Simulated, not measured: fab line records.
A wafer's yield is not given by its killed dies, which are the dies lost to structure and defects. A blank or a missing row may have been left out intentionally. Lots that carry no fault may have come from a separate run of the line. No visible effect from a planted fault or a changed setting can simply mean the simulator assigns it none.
Which tool did it?	flow sky130	13 lots, 39 wafers sampled, at 3 steps of a route of 708

WHAT THE GAUGES READ, wafer by wafer
SKY_METAL1_OVL_MEAS_16.
lot	measured	on	METAL1_OVL (nm)
L280	day 33 05:43	overlay-02	3 -7 7
L282	day 34 00:01	overlay-01	2 2 3
L284	day 34 00:40	overlay-01	-7 -14 -17
L283	day 34 04:08	overlay-01	-9 0 -13
L286	day 34 20:28	overlay-02	-2 0 -5
L285	day 34 22:49	overlay-02	6 3 3
L287	day 35 08:46	overlay-02	1 0 -6
L288	day 35 14:08	overlay-02	-8 2 2
L289	day 35 23:43	overlay-01	-6 3 0
L293	day 37 08:19	overlay-01	1 -2 -1
L294	day 37 13:55	overlay-01	1 -2 -2
L297	day 38 12:22	overlay-01	-1 -4 -7
L302	day 39 16:31	overlay-01	-2 -7 -7

SKY_VIA1_OVL_MEAS_13.
lot	measured	on	VIA1_OVL (nm)
L280	day 34 09:13	overlay-01	-4 6 -1
L282	day 35 03:35	overlay-02	-2 -5 -3
L284	day 35 04:12	overlay-01	0 -6 2
L283	day 35 07:13	overlay-02	-1 -6 0
L286	day 35 23:51	overlay-02	-1 -2 2
L285	day 36 02:23	overlay-02	-1 -4 4
L287	day 36 13:00	overlay-01	-5 -4 -5
L288	day 36 18:22	overlay-02	-5 -3 -5
L289	day 37 03:04	overlay-02	-3 -3 0
L293	day 38 12:03	overlay-01	0 1 6
L294	day 38 17:12	overlay-01	1 1 3
L297	day 39 15:04	overlay-02	-1 -4 3
L302	day 40 18:20	overlay-02	-6 0 -2

TOOL THAT RAN EACH LOT (tool first, then ch and the chambers of the sampled wafers, then the start)
lot	SKY_LDD_N_IMPLANT_13
L280	implanter-02 ch 0, day 18 06:04
L282	implanter-02 ch 0, day 19 03:25
L284	implanter-01 ch 0, day 19 05:55
L283	implanter-01 ch 0, day 19 08:41
L286	implanter-03 ch 0, day 20 02:23
L285	implanter-01 ch 0, day 20 02:58
L287	implanter-03 ch 0, day 20 14:36
L288	implanter-03 ch 0, day 20 21:06
L289	implanter-01 ch 0, day 21 11:43
L293	implanter-01 ch 0, day 23 01:03
L294	implanter-01 ch 0, day 23 06:42
L297	implanter-03 ch 0, day 24 08:22
L302	implanter-03 ch 0, day 25 18:46
- SKY_LDD_N_IMPLANT_13

WHAT THE TOOLS THEMSELVES READ (means of the sampled wafers that have a number; where no wafer has one, the mark that the record gives instead)
SKY_LDD_N_IMPLANT_13.
lot	tool	dose-ions-cm2	end-station-pressure-torr (Torr)	faraday-current-uA	rotation-deg (degrees)
L280	implanter-02	4.996e+12	4.89e-06	28.3	90.013
L282	implanter-02	4.999e+12	4.99e-06	28.5	89.989
L284	implanter-01	5.001e+12	5.34e-06	28.1	89.979
L283	implanter-01	4.994e+12	5.11e-06	27.9	89.998
L286	implanter-03	5.001e+12	5.08e-06	27.9	89.979
L285	implanter-01	4.996e+12	5.02e-06	28.0	89.983
L287	implanter-03	5.003e+12	5.00e-06	28.3	90.024
L288	implanter-03	5.000e+12	4.94e-06	28.4	90.002
L289	implanter-01	4.995e+12	5.05e-06	28.6	89.999
L293	implanter-01	3.706e+12	5.00e-06	21.4	90.021
L294	implanter-01	3.706e+12	5.14e-06	20.7	90.020
L297	implanter-03	4.993e+12	4.98e-06	28.3	89.984
L302	implanter-03	5.000e+12	4.77e-06	28.5	90.022

THE ANSWER, worked out from the rows above alone
Rule: the lots themselves supply what counts as usual. The widest of any qualifying gaps counts: lots, ordered by their means at a reading, are off when they make up no more than a third of the lots, leave a main group of 4 or more, and stand apart from it by 3 or more times the standard deviation of that group's means. Not used: any main group whose means are identical at the precision the tables above print for the reading. Also off: a lot with no number at a reading for which 4 or more lots have one. The other lots that the step has rows for count as sound. The gauges are gone through in route order, then the tools' own readings, and for those a lot's mean is taken as printed above. The first step at which some lot is off is used, and at that step the reading that is off furthest; a lot without a number counts as furthest.
Off: L293, L294, at SKY_LDD_N_IMPLANT_13 (dose-ions-cm2). Main group: mean 4.998e+12, sd 3.2e+09.
If a tool, at that step or one of the process steps before it, ran each lot that is off and ran no sound lot following the first of them, it fits. One fits: SKY_LDD_N_IMPLANT_13 on implanter-01. A fault onset in the window from L289 (day 21 11:43, its last sound lot) to L293 (day 23 01:03, its first lot off) fits.
The tool's own readings at SKY_LDD_N_IMPLANT_13 bear it out: on the lots that are off they differ by more than 5 times the standard deviation of the sound lots' means. dose-ions-cm2 reads 3.706e+12 there against 4.998e+12 on the sound lots; faraday-current-uA reads 21.0 there against 28.3 on the sound lots.

WHAT WAS PUT IN BY THE SIMULATOR
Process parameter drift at SKY_LDD_N_IMPLANT_13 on implanter-01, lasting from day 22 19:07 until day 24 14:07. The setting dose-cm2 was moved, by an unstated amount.
Struck lots among those shown: L293, L294. Same finding as the rule above.
